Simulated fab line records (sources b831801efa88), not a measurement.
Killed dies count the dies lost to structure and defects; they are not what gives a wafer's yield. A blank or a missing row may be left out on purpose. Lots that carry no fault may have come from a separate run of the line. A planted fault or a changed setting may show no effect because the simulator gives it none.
Matching of chambers | flow gf180mcu | GF_V4_CMP_26 on cmp-01 has 4 sister chambers
The step polishes, stops on SiO2, t overpolish 15 s, target thk 0 nm. 8 wafers are shown with their chamber, then 7 later ones without.

## WAFERS PAIRED WITH THEIR CHAMBERS
wafer  | chamber | motor current A (A) | overpolish run s (s)
L358.1 | 1       | 11.2                | 15.010
L363.2 | 0       | 11.4                | 15.004
L363.6 | 2       | 10.3                | 15.009
L364.1 | 2       | 10.7                | 15.003
L364.5 | 0       | 11.9                | 15.004
L364.6 | 3       | 10.7                | 14.985
L367.1 | 3       | 10.6                | 14.995
L367.2 | 1       | 11.0                | 15.010

## WAFERS WHOSE CHAMBER IS MISSING
wafer  | motor current A (A) | overpolish run s (s)
L367.4 | 10.2                | 14.994
L373.2 | 11.2                | 14.995
L373.3 | 11.7                | 14.993
L373.5 | 11.4                | 14.978
L375.1 | 10.2                | 14.980
L375.2 | 11.7                | 14.993
L375.4 | 9.8                 | 15.002

## WHICH CHAMBER EACH ONE RAN IN
wafer  | from the rows above               | in truth
L367.4 | can't be placed: 3 or 2           | 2
L373.2 | can't be placed: 3 or 0 or 1 or 2 | 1
L373.3 | can't be placed: 0 or 3           | 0
L373.5 | 3                                 | 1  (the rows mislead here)
L375.1 | 3                                 | 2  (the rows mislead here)
L375.2 | can't be placed: 0 or 3           | 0
L375.4 | can't be placed: 2 or 3           | 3
Correct placement for 0 of the 7. Unplaceable from these rows: 5, with the true chamber sitting among the candidates in 5. Wrongly placed: 2.
How it was worked out, from the rows above alone: a wafer's distance from a chamber is the root of the sum, over the readings, of the square of ((its reading less the chamber's mean) divided by the reading's scatter). The wafer belongs to the nearest chamber; if the next one is less than 2 further off, it can't be placed. Each chamber's mean is taken over the wafers shown for it. The scatter: the root of (the sum of the squares of (reading less its chamber's mean) over the shown wafers, divided by (wafers less chambers)).
